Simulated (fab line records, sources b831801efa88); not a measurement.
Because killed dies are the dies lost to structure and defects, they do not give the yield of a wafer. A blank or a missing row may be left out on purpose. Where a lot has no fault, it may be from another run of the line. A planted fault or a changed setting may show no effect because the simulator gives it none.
Code-filled problem report in 8D (eight disciplines) form	flow sky130	the parts of the form that need people (team, actions taken, sign-off) are left out

== 1. THE PROBLEM ==
POLY_GATE_CVD_03_THK at SKY_POLY_GATE_THK_MEAS_04 reads a mean of 46.4 nm on 3 wafers of 1 lot; wafers without a fault read 75.2 nm with a standard deviation of 0.55. That puts it -52 standard deviations away from the usual mean.
Seen first at day 16 23:23 on film metro-04, wafer L933.1. Wafers with a number at this step in the record: 30, from 10 lots. Rule for "out", or "out of limits": more than 4 standard deviations from the usual mean. The other wafers with a number count as sound.

== 2. WHAT IT IS AND WHAT IT IS NOT ==
question	is	is not
which readings at this step	POLY_GATE_CVD_03_THK	-
which lots	L933	L929, L930, L943, L944, L945, L948, L949, L950, L951
which wafers of those lots	all that have a number	-
read on which gauges	film metro-04	film metro-01, film metro-02
when	from day 16 23:23	up to then (6 sound wafers); but 21 sound wafers of L943, L944, L945, L948, L949, L950, L951 came after

== 3. THE SUSPECTS, EACH WITH WHAT RULES IT OUT ==
Counting: any tool at a process step up to the reading is kept as a suspect provided that every lot that is out went through it and no sound lot did after the first of them.
- the gauge at SKY_POLY_GATE_THK_MEAS_04 is ruled out. All the wafers that are out were read on film metro-04, but those of them that SKY_POLY_GATE_ETCH_16 has rows for are out there too, on other tools.
- lpcvd-02 at SKY_POLY_GATE_CVD_03 (deposits Si3N4 from DCS/NH3, target thk 75 nm, time 1290 s): ruled out as a lasting fault. After its first lot that is out, L933 (day 16 22:01), sound lots L943, L944, L945, L948, L949, L950, L951 ran on it.
Left after counting: nothing in the record.

== 4. THE CAUSE (what the simulator had put in) ==
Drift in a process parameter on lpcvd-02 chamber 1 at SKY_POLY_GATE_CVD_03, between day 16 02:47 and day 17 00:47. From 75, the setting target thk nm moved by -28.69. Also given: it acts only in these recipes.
Counting ruled it out, wrongly: the rule takes a fault to strike every lot that its tool runs from its start on, and this one did not.

== 5. SEQUENCE OF EFFECTS, ordered by route ==
Each row: a reading where the mean over the struck wafers with a number is more than 3 standard deviations away from the usual. Only readings for which the record gives a usual standard deviation are gone through. hours: the time from each lot's start at the first step in this table that gives one to its start at this step, as a median over the lots. sigmas: the change in usual standard deviations.
hours	step	reading	usual	on struck wafers	change	sigmas
0	SKY_POLY_GATE_THK_MEAS_04	POLY_GATE_CVD_03_THK	75.2 nm	46.4	-28.8	-52
29	SKY_POLY_GATE_ETCH_16	oes product au	0.641 a.u.	0.538	-0.103	-21
217	SKY_POLY_CUT_ETCH_11	oes product au	0.831 a.u.	0.652	-0.179	-32
It contains these process steps:
- SKY_POLY_GATE_ETCH_16: etches Si3N4 in CH3F/O2, stops on poly-Si, time 147.5 s, target depth 75 nm.
- SKY_POLY_CUT_ETCH_11: etches Si3N4 in CF4/CH2F2/Ar, stops on poly-Si, time 42.5 s, target depth 60 nm.
At these later measuring or inspecting steps, every struck wafer for which the step has a row has a number for every such reading, and none has moved that far: SKY_LI_CONTACT_CD_MEAS_12.

== 6. HOW IT WOULD HAVE BEEN CAUGHT EARLIER ==
In this record the first reading out of limits at a measuring or inspecting step was taken at day 16 23:23, 21 hours after the fault began at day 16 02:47.
No tool reading at SKY_POLY_GATE_CVD_03 that has a usual standard deviation in the record was out on any struck wafer, so an alarm limit of 4 standard deviations on those readings would not have fired.
